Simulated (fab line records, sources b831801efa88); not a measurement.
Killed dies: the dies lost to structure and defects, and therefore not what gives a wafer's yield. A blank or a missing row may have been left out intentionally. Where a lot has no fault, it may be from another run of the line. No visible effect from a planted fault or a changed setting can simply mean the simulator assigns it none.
Split-lot experiment | flow sfq_line | route with 325 steps; 5 lots, 23 wafers read

## THE SPLIT ITSELF
At SFQ_TRILAYER_M4_DEP_SPUTTER_091 (material Nb, target thk 200 nm, time 133.3 s), the setting time_s was moved away from the recipe's 133.3 s on 7 of the 23 wafers read, by -12.5% to +10.8%. This setting was run at the recipe's value on the other wafers.

## FROM THE SPLIT TO THE READING: what the file shows between them, 5 steps
- SFQ_M4_RS_MEAS_924: measures by four-point-probe
- SFQ_TRILAYER_M4_LITHO_COAT_093: resist thk 600 nm (also split here: resist_thk_nm)
- SFQ_TRILAYER_M4_LITHO_PEB_096: peb time 60 s (also split here: peb_time_s)
- SFQ_TRILAYER_M4_LITHO_DEVELOP_095: time 60 s
- SFQ_TRILAYER_M4_BARC_OPEN_METAL_ETCH_123: etches BARC in O2, target depth 125 nm, time 41.7 s

## THE READING
oes_product_au, in a.u., at SFQ_TRILAYER_M4_ETCH_METAL_ETCH_096 (etches Nb in Cl2/Ar, stops on SiO2, target depth 240 nm, time 120 s). A value of 0.890 a.u. with a standard deviation of 0.0069 a.u. is what fault-free wafers of this fab line usually give.

wafer  | tool, chamber at the split | time_s as run, s | against the recipe | oes_product_au, a.u. | against lot-mates on the recipe
L077.1 | pvd_sputter-03, -          | 133.3            | recipe             | 0.885                | -
L077.2 | pvd_sputter-03, -          | 133.3            | recipe             | 0.885                | -
L077.3 | pvd_sputter-03, -          | 133.3            | recipe             | 0.887                | -
L082.1 | pvd_sputter-06, -          | 133.3            | recipe             | 0.887                | -
L082.2 | pvd_sputter-06, -          | 133.3            | recipe             | 0.892                | -
L082.3 | pvd_sputter-06, -          | 133.3            | recipe             | 0.889                | -
L082.5 | pvd_sputter-06, -          | 133.3            | recipe             | 0.899                | -
L082.6 | pvd_sputter-06, -          | 133.3            | recipe             | 0.890                | -
L083.1 | pvd_sputter-06, -          | 133.3            | recipe             | 0.893                | -
L083.2 | pvd_sputter-06, -          | 147.7            | +10.8%             | 0.951                | +0.056
L083.4 | pvd_sputter-06, -          | 133.3            | recipe             | 0.904                | -
L083.5 | pvd_sputter-06, -          | 133.3            | recipe             | 0.888                | -
L083.6 | pvd_sputter-06, -          | 147.7            | +10.8%             | 0.950                | +0.055
L084.1 | pvd_sputter-06, -          | 133.3            | recipe             | 0.885                | -
L084.2 | pvd_sputter-06, -          | 141.8            | +6.4%              | 0.924                | +0.037
L084.3 | pvd_sputter-06, -          | 141.8            | +6.4%              | 0.923                | +0.036
L084.4 | pvd_sputter-06, -          | 133.3            | recipe             | 0.888                | -
L084.5 | pvd_sputter-06, -          | 133.3            | recipe             | 0.887                | -
L085.1 | pvd_sputter-06, -          | 133.3            | recipe             | 0.882                | -
L085.2 | pvd_sputter-06, -          | 116.7            | -12.5%             | 0.813                | -0.074
L085.3 | pvd_sputter-06, -          | 116.7            | -12.5%             | 0.821                | -0.066
L085.4 | pvd_sputter-06, -          | 133.3            | recipe             | 0.892                | -
L085.5 | pvd_sputter-06, -          | 116.7            | -12.5%             | 0.825                | -0.062

THE FIT
A straight line over all 23 wafers: oes_product_au changes by +0.00559 a.u. for each +1% of time_s; r = +0.99; the points scatter about the line by 0.0051 a.u.
The same after taking each lot's own level away (the mean of its wafers on the recipe; 23 wafers): +0.00536 a.u. for each +1%; r = +0.99; scatter 0.0042 a.u.
Per that fit: largest time_s move, reading shift of 0.067 a.u.
The span of the lots' own levels, 0.8857 to 0.8950 a.u., comes to 1.4 times the standard deviation stated above.
The two slopes agree, so the slope changes little with the lot-to-lot level.
Check: -0.0646 a.u. against its lot-mates is what the line predicts for one of the wafers moved furthest among these (-12.5%) when that wafer is left out of the fit. It came out at -0.074 a.u. against them.

## ADDITIONAL SPLITS CARRIED BY THESE WAFERS
Other splits were also applied to these wafers ahead of the reading. Each is held against what the fit with the lots' levels taken away leaves over:
other split on the same wafers               | wafers away from the commonest value | r with oes_product_au (lot level and that fit taken away)
SFQ_TRILAYER_I2_VIA_LITHO_COAT_067 spin_rpm  | 4                                    | +0.16
SFQ_TRILAYER_M3_DEP_SPUTTER_073 power_w      | 9                                    | -0.03
SFQ_TRILAYER_M3_LITHO_COAT_075 spin_rpm      | 4                                    | +0.02
SFQ_TRILAYER_I3_CMP_CMP_082 down_force_psi   | 6                                    | +0.13
SFQ_TRILAYER_M4_LITHO_COAT_093 resist_thk_nm | 10                                   | +0.43
SFQ_TRILAYER_M4_LITHO_PEB_096 peb_time_s     | 7                                    | -0.21

## THE WHOLE CHAIN: every reading that the file lists as answering this split, in the file's order
step                                | what it does                                                        | reading                                                                                   | change (the file's fit)                   | r (the file's)
SFQ_TRILAYER_M4_DEP_SPUTTER_091     | material Nb, target thk 200 nm, time 133.3 s                        | Nb_of_TRILAYER_M4_DEP_SPUTTER_091.thk_nm (the simulator's own value, which no gauge read) | +2.03 nm for each +1% of the setting      | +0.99
SFQ_M4_RS_MEAS_924                  | measures by four-point-probe                                        | M4_NB_RS                                                                                  | -0.00956 for each +1% of the setting      | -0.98
SFQ_TRILAYER_M4_ETCH_METAL_ETCH_096 | etches Nb in Cl2/Ar, stops on SiO2, target depth 240 nm, time 120 s | oes_product_au                                                                            | +0.00535 a.u. for each +1% of the setting | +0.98

## FILE'S OWN FIT
oes_product_au changes by +0.00535 a.u. for each +1% of time_s, r = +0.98.
